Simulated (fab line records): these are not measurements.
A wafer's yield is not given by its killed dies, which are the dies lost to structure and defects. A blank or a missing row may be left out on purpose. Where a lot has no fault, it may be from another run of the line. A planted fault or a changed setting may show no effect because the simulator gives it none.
What tool caused it? :: flow sky130 :: 6 lots (18 wafers sampled), 1 step of a 708-step route

## WHAT EACH GAUGE READ, for each wafer
SKY_VT_ADJUST_NCORE_OVL_MEAS_08.
lot: L419
measured: day 9 23:13
on: overlay-01
VT_ADJUST_NCORE_OVL (nm): -1.8 0.0 -1.3

lot: L421
measured: day 10 13:35
on: overlay-01
VT_ADJUST_NCORE_OVL (nm): -0.1 -0.7 -0.3

lot: L423
measured: day 11 06:28
on: overlay-02
VT_ADJUST_NCORE_OVL (nm): -0.6 -0.7 -1.3

lot: L427
measured: day 12 01:56
on: overlay-01
VT_ADJUST_NCORE_OVL (nm): 0.2 -0.4 -3.4

lot: L436
measured: day 14 21:50
on: overlay-02
VT_ADJUST_NCORE_OVL (nm): -0.6 -2.1 -1.0

lot: L438
measured: day 15 05:44
on: overlay-02
VT_ADJUST_NCORE_OVL (nm): -0.3 -1.0 -0.5

## WHAT TOOL EACH LOT RAN ON (gives the tool, then ch and the chambers of the sampled wafers, and finally the start)
Record: no process step prior to these readings.

## THE ANSWER, worked out from the rows above alone
Rule: usual is defined by the lots themselves. The widest of any qualifying gaps counts: lots, ordered by their means at a reading, are off when they make up no more than a third of the lots, leave a main group of 4 or more, and stand apart from it by 3 or more times the standard deviation of that group's means. A main group whose means are all the same, to the digits that the tables above print for the reading, isn't used. Also off: a lot with no number at a reading for which 4 or more lots have one. The other lots that the step has rows for count as sound.
No lot is off on any of the readings shown, so nothing can be concluded from this.

## WHAT THE SIMULATOR HAD PUT IN
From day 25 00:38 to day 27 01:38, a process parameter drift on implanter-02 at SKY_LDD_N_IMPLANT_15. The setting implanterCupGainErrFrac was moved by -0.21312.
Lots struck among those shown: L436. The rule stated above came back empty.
